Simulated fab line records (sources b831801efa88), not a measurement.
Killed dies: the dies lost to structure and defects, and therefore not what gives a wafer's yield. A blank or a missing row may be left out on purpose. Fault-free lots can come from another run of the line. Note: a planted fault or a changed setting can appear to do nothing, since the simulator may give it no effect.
Comparing a struck lot with a sound one | flow sky130 | 35 steps out of a route of 708
Sound: these wafers, L108.1, L108.2, L108.5. The struck wafers were L114.2, L114.5, L114.6. The cause comes at the end.
For every step that has rows: the tool of each side, followed by ch and its chambers, followed by its first start. Under that, the readings that differ: sound wafers | struck wafers | difference of the means | sigmas: that difference in standard deviations of wafers without a fault.
alike: words and numbers the same on both sides, and readings whose means are apart by under 2 such deviations; not compared: readings that were withheld, readings missing a value for some wafer, numbers with overlapping values and no deviation given by the record, and bounds like >300 which may hide the same value.
A row with sigmas, a row that says differs or no value, or rows on one side alone: a step with any of these is where the two part. Non-overlapping numbers with no deviation appear without sigmas and do not part them. Lack of a reading on every wafer of one side parts them only where that side has two or more wafers.

SKY_SD_P_CD_MEAS_07 targets a cd of 380 nm.
  sound on cdSem-01, day 27 11:10; struck on cdSem-02, day 29 14:38
  alike: cdNm
SKY_SD_P_OVL_MEAS_08:
  sound on overlay-02, day 27 11:17; struck on overlay-02, day 29 14:45
  alike: SD_P_OVL
following that, these wafers have no rows for 1 step: SKY_SD_P_IMPLANT_09.
SKY_SD_P_STRIP_10: strips in O2/N2.
  sound on plasmaAsher-03 ch 0,1, day 27 11:28; struck on plasmaAsher-02 ch 0,1, day 29 14:56
  alike: drypumpMotorCurrentA, oesProductAu, stripTimeToEndpointS
  not compared: rfHoursCounterH
SKY_SD_P_TW_MEAS_11:
  sound on filmMetro-03, day 27 11:34; struck on filmMetro-02, day 29 15:02
  alike: SD_P_TW
then, 7 steps without rows for these wafers: SKY_RES_XHIGH_DEHYDRATE_00 (time 60 s); SKY_RES_XHIGH_HMDS_01 (prime time 60 s); SKY_RES_XHIGH_COAT_02 (resist thk 1140 nm); SKY_RES_XHIGH_SOFTBAKE_03 (time 60 s); SKY_RES_XHIGH_EXPOSE_04 (exposes mask URPM, target cd 1270 nm); SKY_RES_XHIGH_PEB_05; SKY_RES_XHIGH_DEVELOP_06 (develop time 60 s).
SKY_RES_XHIGH_IMPLANT_07:
  sound on implanter-02 ch 0, day 28 16:10; struck on implanter-03 ch 0, day 30 19:36
reading     | sound                         | struck                        | difference | sigmas
beamOnS (s) | 40.2 38.2 40.6                | 32.9 34.6 33.7                | -5.9       | -3
doseIonsCm2 | 3.595e+14 3.602e+14 3.594e+14 | 2.967e+14 2.961e+14 2.971e+14 | -6.307e+13 | -99 or more
  alike: faradayCurrentUA
SKY_RES_XHIGH_STRIP_08: strips in O2/N2.
  sound on plasmaAsher-03 ch 0,1, day 28 16:19; struck on plasmaAsher-03 ch 0,1, day 30 19:44
reading                  | sound             | struck            | difference | sigmas
stripTimeToEndpointS (s) | 14.33 14.30 14.36 | 14.17 14.17 14.19 | -0.15      | -4
  alike: drypumpMotorCurrentA, oesProductAu
  not compared: rfHoursCounterH
SKY_RES_XHIGH_TW_MEAS_09:
  sound on filmMetro-04, day 28 16:25; struck on filmMetro-03, day 30 19:50
reading      | sound          | struck         | difference | sigmas
RES_XHIGH_TW | 1650 1649 1661 | 1549 1554 1561 | -99        | -10
then, 7 steps without rows for these wafers: SKY_SD_N_DEHYDRATE_00 (time 60 s); SKY_SD_N_HMDS_01 (prime time 60 s); SKY_SD_N_COAT_02 (resist thk 1140 nm); SKY_SD_N_SOFTBAKE_03 (time 60 s); SKY_SD_N_EXPOSE_04 (exposes mask NSDM, target cd 380 nm); SKY_SD_N_PEB_05; SKY_SD_N_DEVELOP_06 (develop time 60 s).
SKY_SD_N_CD_MEAS_07 targets a cd of 380 nm.
  sound on cdSem-02, day 29 19:55; struck on cdSem-01, day 31 23:27
  alike: cdNm
SKY_SD_N_OVL_MEAS_08:
  sound on overlay-02, day 29 20:02; struck on overlay-01, day 31 23:33
reading       | sound       | struck         | difference | sigmas
SD_N_OVL (nm) | 1.3 1.0 3.2 | -2.9 -0.5 -3.7 | -4.2       | -3
then, 2 steps without rows for these wafers: SKY_SD_N_IMPLANT_09; SKY_SD_N_IMPLANT_10.
SKY_SD_N_STRIP_11: strips in O2/N2.
  sound on plasmaAsher-02 ch 0,1, day 29 20:23; struck on plasmaAsher-03 ch 0,1, day 31 23:53
  alike: drypumpMotorCurrentA, oesProductAu, stripTimeToEndpointS
  not compared: rfHoursCounterH
SKY_SD_N_TW_MEAS_12:
  sound on filmMetro-04, day 29 20:29; struck on filmMetro-02, day 31 23:59
  alike: SD_N_TW
then, 1 step without rows for these wafers: SKY_SD_N_CLEAN_13 (cleans in SC1/SC2, time 150 s).
SKY_SD_N_RTA_14: time 2 s.
  sound on rtpAnneal-01 ch 0, day 29 20:35; struck on rtpAnneal-02 ch 0, day 32 00:09
  alike: lampPowerPct, rampDownCPerS, wafer_temp_C_max
SKY_SD_N_RS_MEAS_16: a four-point-probe measurement.
  sound on filmMetro-03, day 29 20:46; struck on filmMetro-03, day 32 00:23
  alike: SD_N_RS
SKY_SD_N_RS_MEAS_17: a four-point-probe measurement.
  sound on filmMetro-03, day 29 20:53; struck on filmMetro-03, day 32 00:30
  alike: SD_P_RS
SKY_SD_N_RS_MEAS_18: a four-point-probe measurement.
  sound on filmMetro-03, day 29 21:00; struck on filmMetro-03, day 32 00:37
reading               | sound             | struck            | difference | sigmas
RES_XHIGH_RS (ohm/sq) | 332.5 331.5 331.2 | 385.5 385.7 384.3 | +53.4      | +36
then, 1 step without rows for these wafers: SKY_SALICIDE_CLEAN_00 (cleans in HF-last, time 30 s).
-- the record jumps here: 17 days lie between the struck wafers' starts before and after (it left off in module SALICIDE and takes up again in module PAD_OPEN, whose first step shown is number 708 of the route) --
SKY_PAD_OPEN_PROBE_99:
  sound on prober-02, day 47 07:15; struck on prober-01, day 48 16:15
reading                          | sound          | struck         | difference | sigmas
model.etest.resXhighPo.lineOhmUm | 5466 5596 5536 | 8086 8321 8180 | +2663      | 
model.etest.resXhighPo.rsOhmSq   | 1911 1946 1937 | 2812 2871 2801 | +897       | 
  alike: killed_at_M0_to_M3, killed_at_M4_up, killedAtContacts, killedAtFrontEnd, killedAtOther, killedDies, killedOnRim, killedOpen, killedShort
  not compared: model.etest.resXhighPo.rsOhmSqRange

WHERE THEY PART
Last at SKY_SD_N_RS_MEAS_18 as far as this record goes, first at SKY_RES_XHIGH_IMPLANT_07. Later steps at which nothing parts them and some readings are alike: SKY_PAD_OPEN_PROBE_99.

WHY: what had been put in by the simulator
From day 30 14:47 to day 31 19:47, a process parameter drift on implanter-03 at SKY_RES_XHIGH_IMPLANT_07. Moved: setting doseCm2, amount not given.
